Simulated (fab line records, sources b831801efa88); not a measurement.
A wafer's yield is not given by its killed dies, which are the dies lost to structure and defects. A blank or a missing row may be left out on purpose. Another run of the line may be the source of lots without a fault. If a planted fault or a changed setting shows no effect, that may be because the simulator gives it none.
Struck lot and sound lot, side by side    flow sky130    15 out of 708 route steps
Sound: these wafers, L123.1, L123.2, L123.3. Wafers L135.1, L135.2, L135.5 were the ones struck. The cause is given at the end.
Per side, at each step with rows, come the tool, then ch with its chambers, and then its first start. Under that, the readings that differ: sound wafers    struck wafers    difference of the means    sigmas: that difference in standard deviations of wafers without a fault.
alike: readings with means less than 2 such deviations apart, plus words and numbers identical on both sides. not compared: withheld readings, readings lacking a value on some wafer, bounds such as >300 that could conceal the same value, and numbers that have no deviation in the record and whose values overlap.
The two part at a step that has a row with sigmas, a row that says differs or no value, or rows on one side only. Numbers that have no deviation but don't overlap get no sigmas and don't part them. A reading missing from all wafers of one side parts the sides only when that side holds two or more wafers.

SKY_METAL4_SPUTTER_04: material TiN, target thk 70 nm, time 58.3 s.
  struck on pvd sputter-01, day 44 04:28; sound on pvd sputter-03, day 41 03:50
  alike: throttle valve pct
SKY_CAP2M_CVD_00: deposits SiO2, target thk 15.5 nm.
  sound on pecvd-01 ch 0,1,2, day 41 03:53; struck on pecvd-03 ch 0,1,2, day 44 04:31
  alike: heater power outer w, heater power w
SKY_CAP2M_THK_MEAS_01:
  struck on film metro-02, day 44 04:32; sound on film metro-02, day 41 03:55
  alike: CAP2M_CVD_00_THK
SKY_CAP2M_SPUTTER_02: material TiN, target thk 200 nm, time 166.7 s.
  struck on pvd sputter-02, day 44 04:35; sound on pvd sputter-02, day 41 03:58
  alike: throttle valve pct
SKY_CAP2M_RS_MEAS_03: the measuring method here is four-point-probe.
  struck on film metro-02, day 44 04:42; sound on film metro-02, day 41 04:05
  alike: CAP2M_TIN_RS
SKY_CAP2M_THK_MEAS_04: measures by xrf.
  struck on film metro-02, day 44 04:49; sound on film metro-02, day 41 04:12
  alike: CAP2M_TIN_THK
then, 3 steps without rows for these wafers: SKY_CAP2M_DEHYDRATE_05 (time 60 s); SKY_CAP2M_HMDS_06 (prime time 60 s); SKY_CAP2M_COAT_07 (resist thk 1140 nm).
SKY_CAP2M_SOFTBAKE_08: time 62.17 s.
  sound on litho track-03 ch 0, day 41 16:22; struck on litho track-03 ch 0, day 44 15:49
  alike: plate sensor t centre C, plate sensor t edge C
then, 2 steps without rows for these wafers: SKY_CAP2M_EXPOSE_09 (exposes mask CAP2M, target cd 1000 nm); SKY_CAP2M_PEB_10.
SKY_CAP2M_DEVELOP_11: develop time 60 s.
  sound on litho track-01 ch 0, day 42 04:26; struck on litho track-01 ch 0, day 45 02:29
reading               sound              struck             difference  sigmas
developer temp C (C)  23.04 22.87 23.13  21.93 22.03 22.19  -0.96       -9
SKY_CAP2M_OVL_MEAS_12:
  struck on overlay-02, day 45 02:38; sound on overlay-02, day 42 04:35
  alike: CAP2M_OVL
-- the record jumps here: 4 days lie between the struck wafers' starts before and after (it left off in module CAP2M and takes up again in module PAD_OPEN, whose first step shown is number 708 of the route) --
SKY_PAD_OPEN_PROBE_99:
  struck on prober-01, day 49 12:06; sound on prober-01, day 47 00:41
  alike: defect limited yield, killed_at_M0_to_M3, killed_at_M4_up, killed at contacts, killed at front end, killed at other, killed dies, killed open, killed short, sort_bin_3_pad_short, sort_bin_5_function, sort_bin_6_memory, sort_bin_8_speed, sort n pass, sort yield pct

WHERE THEY PART
SKY_CAP2M_DEVELOP_11 only, going by this record. Later steps at which nothing parts them and some readings are alike: SKY_CAP2M_OVL_MEAS_12, SKY_PAD_OPEN_PROBE_99.

WHY: what had been put in by the simulator
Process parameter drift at SKY_CAP2M_DEVELOP_11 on litho track-01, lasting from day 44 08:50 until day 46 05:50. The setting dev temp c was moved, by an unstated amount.
